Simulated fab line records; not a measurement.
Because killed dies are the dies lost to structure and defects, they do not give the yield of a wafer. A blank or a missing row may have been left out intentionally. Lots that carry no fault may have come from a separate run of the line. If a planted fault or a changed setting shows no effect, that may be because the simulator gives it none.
Which tool was responsible? ; flow sky130 ; 7 lots with 21 wafers sampled at 2 steps, on a route of 708 steps

## WHAT THE GAUGES SHOWED, per wafer
SKY_LDD_P_CD_MEAS_07: target cd 380 nm.
lot;measured;on;cd_nm (nm)
L873;day 18 23:15;cd_sem-02;380.3 382.7 380.6
L876;day 20 05:45;cd_sem-01;385.0 385.5 385.0
L879;day 21 12:48;cd_sem-02;382.3 382.0 381.6
L881;day 22 03:47;cd_sem-02;377.6 376.8 375.1
L888;day 25 15:31;cd_sem-02;376.1 375.8 375.9
L893;day 26 23:50;cd_sem-02;374.5 377.3 377.2
L894;day 27 02:04;cd_sem-02;383.2 384.5 381.8

## WHAT TOOL EACH LOT RAN ON (gives the tool, then ch and the chambers of the sampled wafers, and finally the start)
lot;SKY_RES_PROTECT_STRIP_07
L873;plasma_asher-04 ch 0,1, day 15 02:46
L876;plasma_asher-04 ch 0,1, day 16 07:52
L879;plasma_asher-04 ch 0,1, day 17 08:37
L881;plasma_asher-04 ch 0,1, day 18 02:28
L888;plasma_asher-04 ch 0,1, day 21 17:01
L893;plasma_asher-02 ch 0,1, day 22 21:49
L894;plasma_asher-01 ch 0,1, day 23 04:54
- SKY_RES_PROTECT_STRIP_07: strips in O2/N2.

## THE ANSWER, worked out from the rows above alone
Rule: the lots themselves supply what counts as usual. The widest of any qualifying gaps counts: lots, ordered by their means at a reading, are off when they make up no more than a third of the lots, leave a main group of 4 or more, and stand apart from it by 3 or more times the standard deviation of that group's means. If all means in a main group match to the digits the tables above print for the reading, that group is not used. Also off: a lot with no number at a reading for which 4 or more lots have one. All remaining lots with rows at the step are treated as sound.
None of the lots is off at any reading shown; this tells nothing.

## WHAT WAS PUT IN BY THE SIMULATOR
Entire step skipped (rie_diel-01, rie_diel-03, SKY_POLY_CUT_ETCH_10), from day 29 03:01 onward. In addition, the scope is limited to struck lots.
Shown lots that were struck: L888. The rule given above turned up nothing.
